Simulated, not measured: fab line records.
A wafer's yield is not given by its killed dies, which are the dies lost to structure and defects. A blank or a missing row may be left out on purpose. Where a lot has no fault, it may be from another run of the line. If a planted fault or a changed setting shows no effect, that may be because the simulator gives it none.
Which tool was responsible?    flow sky130    32 wafers from 11 lots sampled at 7 of the route's 708 steps

== WHAT EACH GAUGE READ, for each wafer ==
SKY_CAPM_RS_MEAS_03: measures by four-point-probe. Usual: CAPM_TIN_RS gives 6.92 ohm/sq (standard deviation 0.066).
lot   measured      on             CAPM_TIN_RS (ohm/sq)  flag
L979  day 36 19:03  film-metro-01  6.95 6.92 6.98        
L980  day 36 23:11  film-metro-03  6.97 6.91 6.97        
L981  day 37 06:23  film-metro-03  6.91 6.84 6.94        
L983  day 38 01:39  film-metro-03  6.89 6.92 6.87        
L987  day 40 02:29  film-metro-02  6.85 6.82 6.88        
L988  day 40 10:40  film-metro-03  6.94 7.06 7.03        
L989  day 40 20:13  film-metro-01  7.06 7.07 7.08        
L992  day 41 05:47  film-metro-03  6.85 6.92 6.91        
L994  day 41 15:19  film-metro-01  6.07 6.89             OFF
L996  day 42 12:22  film-metro-02  6.07 6.76 6.94        OFF
L100  day 43 01:32  film-metro-02  6.97 6.89 7.00        

SKY_CAPM_THK_MEAS_04: measures by xrf. Usual: CAPM_TIN_THK gives 197.5 nm (standard deviation 1.9).
lot   measured      on             CAPM_TIN_THK (nm)  flag
L979  day 36 19:10  film-metro-01  197.3 198.0 196.1  
L980  day 36 23:19  film-metro-03  197.4 199.3 196.3  
L981  day 37 06:31  film-metro-03  197.2 200.5 197.3  
L983  day 38 01:46  film-metro-03  198.8 197.6 199.0  
L987  day 40 02:36  film-metro-02  199.9 200.6 199.2  
L988  day 40 10:46  film-metro-03  198.1 193.9 194.9  
L989  day 40 20:19  film-metro-01  194.7 192.5 193.2  
L992  day 41 05:54  film-metro-03  198.7 196.5 196.9  
L994  day 41 15:26  film-metro-01  223.3 197.4        OFF
L996  day 42 12:29  film-metro-02  222.7 201.1 195.0  OFF
L100  day 43 01:39  film-metro-02  195.5 196.7 194.2  

SKY_VIA3_OVL_MEAS_13. Usual: VIA3_OVL gives -4 nm (standard deviation 4.4).
lot   measured      on          VIA3_OVL (nm)  flag
L979  day 40 01:05  overlay-01  -2 -7 -8       
L980  day 40 05:44  overlay-02  -4 -2 -3       
L981  day 40 11:40  overlay-02  -4 -1 -5       
L983  day 41 04:57  overlay-01  -12 -8 -14     
L987  day 43 04:12  overlay-01  -13 -3 -8      
L988  day 43 11:48  overlay-01  -5 -13 -10     
L989  day 43 19:41  overlay-01  -1 4 6         
L992  day 44 05:32  overlay-01  -1 -4 -5       
L994  day 44 16:19  overlay-01  -7             
L996  day 45 09:35  overlay-02  -6 0           
L100  day 45 21:56  overlay-02  0 3 1          

== TOOL THAT RAN EACH LOT (tool first, then ch and the chambers of the sampled wafers, then the start) ==
lot   SKY_LI_CONTACT_ETCH_15              SKY_METAL2_SPUTTER_03         SKY_CAPM_SPUTTER_02           SKY_CAPM_METAL_ETCH_13
L979  rie-diel-04 ch 0,1, day 29 16:01    pvd-sputter-04, day 34 11:08  pvd-sputter-02, day 36 18:55  rie-metal-02 ch 0,1, day 37 20:05
L980  rie-diel-02 ch 1,3, day 29 20:46    pvd-sputter-01, day 34 14:59  pvd-sputter-04, day 36 23:05  rie-metal-03 ch 0, day 38 00:47
L981  rie-diel-03 ch 0,2,3, day 30 03:57  pvd-sputter-03, day 34 23:00  pvd-sputter-03, day 37 06:17  rie-metal-02 ch 0,1, day 38 07:32
L983  rie-diel-03 ch 0,2,3, day 31 00:06  pvd-sputter-01, day 35 18:08  pvd-sputter-03, day 38 01:31  rie-metal-01 ch 0,1, day 39 02:47
L987  rie-diel-03 ch 1,2,3, day 33 05:15  pvd-sputter-04, day 37 20:42  pvd-sputter-03, day 40 02:22  rie-metal-03 ch 0,1, day 41 02:32
L988  rie-diel-04 ch 1,2,3, day 33 15:20  pvd-sputter-03, day 38 05:19  pvd-sputter-03, day 40 10:32  rie-metal-03 ch 0,1, day 41 09:50
L989  rie-diel-04 ch 0,3, day 34 00:48    pvd-sputter-03, day 38 14:55  pvd-sputter-03, day 40 20:04  rie-metal-03 ch 0,1, day 41 19:28
L992  rie-diel-03 ch 0,3, day 34 11:12    pvd-sputter-01, day 39 01:19  pvd-sputter-03, day 41 05:40  rie-metal-03 ch 0,1, day 42 05:11
L994  rie-diel-03 ch 1, day 34 21:16      pvd-sputter-01, day 39 11:59  pvd-sputter-03, day 41 15:12  rie-metal-01 ch 1, day 42 15:08
L996  rie-diel-03 ch 0,1, day 35 21:33    pvd-sputter-01, day 40 09:58  pvd-sputter-03, day 42 12:15  rie-metal-03 ch 0,1, day 43 11:44
L100  rie-diel-02 ch 0,1, day 36 09:54    pvd-sputter-03, day 40 22:23  pvd-sputter-04, day 43 01:25  rie-metal-01 ch 0,1, day 44 00:11
- SKY_LI_CONTACT_ETCH_15: etches PSG in C4F8/O2/Ar, stops on Si, target depth 600 nm.
- SKY_METAL2_SPUTTER_03: material Ti, target thk 5 nm, time 3.3 s.
- SKY_CAPM_SPUTTER_02: material TiN, target thk 200 nm, time 166.7 s.
- SKY_CAPM_METAL_ETCH_13: etches TiN in Cl2/BCl3, stops on SiO2, target depth 220 nm, time 62.9 s.

== AS READ BY THE TOOLS THEMSELVES (means over the sampled wafers that have a number; for cases with no such wafer, the mark the record gives instead) ==
SKY_LI_CONTACT_ETCH_15. Usual: oes-product-au at 0.837 a.u., with a standard deviation of 0.0051.
lot   tool         oes-product-au (a.u.)  flag
L979  rie-diel-04  0.835                  
L980  rie-diel-02  0.837                  
L981  rie-diel-03  0.839                  
L983  rie-diel-03  0.835                  
L987  rie-diel-03  0.836                  
L988  rie-diel-04  0.835                  
L989  rie-diel-04  0.837                  
L992  rie-diel-03  0.840                  
L994  rie-diel-03  0.836                  
L996  rie-diel-03  0.843                  
L100  rie-diel-02  0.833                  

SKY_METAL2_SPUTTER_03. Usual: chamber-pressure-pa 0.4001 Pa, standard deviation 0.0008; throttle-valve-pct 29.6 %, standard deviation 0.77.
lot   tool            chamber-pressure-pa (Pa)  throttle-valve-pct (%)  flag
L979  pvd-sputter-04  0.4005                    30.3                    
L980  pvd-sputter-01  0.3985                    29.2                    
L981  pvd-sputter-03  0.4008                    29.8                    
L983  pvd-sputter-01  0.4010                    29.8                    
L987  pvd-sputter-04  0.3990                    29.4                    
L988  pvd-sputter-03  0.3998                    29.6                    
L989  pvd-sputter-03  0.4005                    29.8                    
L992  pvd-sputter-01  0.4006                    29.2                    
L994  pvd-sputter-01  0.4006                    29.6                    
L996  pvd-sputter-01  0.4010                    29.0                    
L100  pvd-sputter-03  0.4000                    30.0                    

SKY_CAPM_SPUTTER_02. Usual: chamber-pressure-pa 0.4000 Pa, standard deviation 0.00088; throttle-valve-pct 29.7 %, standard deviation 0.75.
lot   tool            chamber-pressure-pa (Pa)  throttle-valve-pct (%)  flag
L979  pvd-sputter-02  0.3993                    29.7                    
L980  pvd-sputter-04  0.4000                    30.5                    
L981  pvd-sputter-03  0.4004                    29.5                    
L983  pvd-sputter-03  0.3997                    29.7                    
L987  pvd-sputter-03  0.4003                    29.7                    
L988  pvd-sputter-03  0.4010                    29.5                    
L989  pvd-sputter-03  0.3996                    29.9                    
L992  pvd-sputter-03  0.3987                    29.8                    
L994  pvd-sputter-03  0.3995                    29.6                    
L996  pvd-sputter-03  0.4004                    29.1                    
L100  pvd-sputter-04  0.4003                    30.2                    

SKY_CAPM_METAL_ETCH_13. Usual: drypump-motor-current-A 5.8 A, standard deviation 0.55; oes-product-au 0.942 a.u., standard deviation 0.0066; throttle-valve-pct 21.902 %, standard deviation 0.0098.
lot   tool          drypump-motor-current-A (A)  oes-product-au (a.u.)  throttle-valve-pct (%)  flag
L979  rie-metal-02  5.0                          0.941                  21.890                  
L980  rie-metal-03  6.0                          0.939                  21.910                  
L981  rie-metal-02  5.2                          0.938                  21.906                  
L983  rie-metal-01  6.1                          0.948                  21.912                  
L987  rie-metal-03  6.1                          0.945                  21.893                  
L988  rie-metal-03  6.2                          0.939                  21.898                  
L989  rie-metal-03  6.2                          0.932                  21.912                  
L992  rie-metal-03  6.1                          0.939                  21.901                  
L994  rie-metal-01  5.5                          0.968                  21.884                  OFF
L996  rie-metal-03  6.2                          0.960                  21.890                  
L100  rie-metal-01  6.1                          0.940                  21.898                  

== THE ANSWER, worked out from the rows above alone ==
Rule: lot off if the mean of its wafers having a number is beyond 3 standard deviations from the usual mean. A lot without any number at a reading at which 4 lots or more have one is off too. Where the step has rows for the other lots, those lots are counted as sound. The gauges are gone through in route order, then the tools' own readings, and for those a lot's mean is taken as printed above. The first step at which some lot is off is used, and at that step the reading that is off furthest; a lot without a number counts as furthest.
Off: L994, L996, seen at SKY_CAPM_RS_MEAS_03 (CAPM_TIN_RS).
If a tool, at a process step before that reading, ran all the lots that are off and no sound lot after the first of them, it fits. Those tools and the gauges at SKY_CAPM_RS_MEAS_03 are tried in the same way. Can't be told from this: 3 tools fit, rie-diel-03 at SKY_LI_CONTACT_ETCH_15, pvd-sputter-01 at SKY_METAL2_SPUTTER_03, pvd-sputter-03 at SKY_CAPM_SPUTTER_02.

== WHAT THE SIMULATOR PUT IN ==
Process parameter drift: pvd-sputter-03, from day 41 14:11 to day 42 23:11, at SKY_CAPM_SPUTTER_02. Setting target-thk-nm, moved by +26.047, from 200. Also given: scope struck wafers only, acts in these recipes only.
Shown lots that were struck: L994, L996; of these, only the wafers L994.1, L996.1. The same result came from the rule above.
